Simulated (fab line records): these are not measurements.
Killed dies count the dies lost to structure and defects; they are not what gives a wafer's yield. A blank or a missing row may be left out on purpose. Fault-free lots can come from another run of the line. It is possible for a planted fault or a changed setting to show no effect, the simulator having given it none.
One fault seen from 2 desks    flow gf180mcu    numbers are kept per desk, each desk with only its own; the story behind them comes last

== AT THE METROLOGY DESK ==
What the gauges read, lot by lot, whatever tool the lot ran on: means of the sampled wafers that have a number. If a lot's mean is further than 4 standard deviations from the usual mean, the lot is out of limits and carries the mark OUT (the distance appears in the brackets).
Columns: A = MVSD_TW at GF_MVSD_TW_MEAS_11, usual 1571; B = VT_IMPLANT_TW at GF_VT_IMPLANT_TW_MEAS_10, usual 562; C = MVSD_RS at GF_VT_IMPLANT_RS_MEAS_46, usual 456.9 ohm/sq; D = CONTACT_W_THK at GF_CONTACT_THK_MEAS_26, usual 314 nm
lot   first seen here  A               B    C                D
L499  day 4 15:04      1593            561  456.0            316
L501  day 5 00:34      1571            559  454.6            310
L502  day 5 07:14      1573            563  456.7            319
L503  day 5 12:14      1575            564  458.0            312
L504  day 5 19:40      1575            561  457.2            316
L508  day 6 18:13      1860 (+24) OUT  562  349.6 (-77) OUT  316
L509  day 6 23:02      1858 (+24) OUT  562  349.8 (-76) OUT  315
L510  day 7 04:28      1562            562  453.9            308
L511  day 7 13:59      1849 (+23) OUT  559  351.6 (-75) OUT  314
L514  day 8 05:26      1572            559  458.1            316
L516  day 8 16:34      1575            560  457.7            315
L519  day 9 09:58      1542            564  458.6            314
L520  day 9 16:58      1558            555  456.8            318
Per this desk, out of limits: L508, L509, L511; the first was L508, day 6 18:13 (MVSD_TW at GF_MVSD_TW_MEAS_11). In limits: L499, L501, L502, L503, L504, L510, L514, L516, L519, L520.

== AT THE TOOL OWNER'S DESK: implanter-02 ==
The tool's own readings at GF_MVSD_IMPLANT_08, given as means over the sampled wafers that have a number, one for each lot that went through this tool. If a lot's mean is further than 4 standard deviations from the usual mean, the lot is out of limits and carries the mark OUT (the distance appears in the brackets).
Columns: A = beam_on_s at GF_MVSD_IMPLANT_08, usual 9.99 s; B = dose_ions_cm2 at GF_MVSD_IMPLANT_08, usual 1.6e+13; C = faraday_current_uA at GF_MVSD_IMPLANT_08, usual 90.3
lot   first seen here  A                 B                          C
L501  day 5 00:10      10.07             1.6e+13                    89.6
L502  day 5 06:52      9.96              1.6e+13                    90.8
L503  day 5 11:52      10.02             1.6e+13                    90.2
L508  day 6 17:50      11.72 (+9.1) OUT  2.9e+13 (+99 or more) OUT  138.1 (+28) OUT
L509  day 6 22:38      11.67 (+8.9) OUT  2.9e+13 (+99 or more) OUT  138.1 (+28) OUT
L511  day 7 13:37      11.73 (+9.1) OUT  2.9e+13 (+99 or more) OUT  137.3 (+28) OUT
This desk's verdict: out of limits on L508, L509, L511, starting with L508 at day 6 17:50 (beam_on_s at GF_MVSD_IMPLANT_08). In limits: L501, L502, L503.

== PUT TOGETHER ==
An alarm could have come from the tool owner's desk at day 6 17:50, on L508, L509, L511.
An alarm was possible from the metrology desk at day 6 18:13, on L508, L509, L511.
GF_MVSD_IMPLANT_08 was run on implanter-02 by each of the lots named.

== WHAT THE SIMULATOR HAD INSERTED ==
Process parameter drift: implanter-02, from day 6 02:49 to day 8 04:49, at GF_MVSD_IMPLANT_08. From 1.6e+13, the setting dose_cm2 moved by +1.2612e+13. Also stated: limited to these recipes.
Struck lots among those shown: L508, L509, L511.
Fault start to first reading out of limits, in hours, per desk: tool owner, 15; metrology, 15.
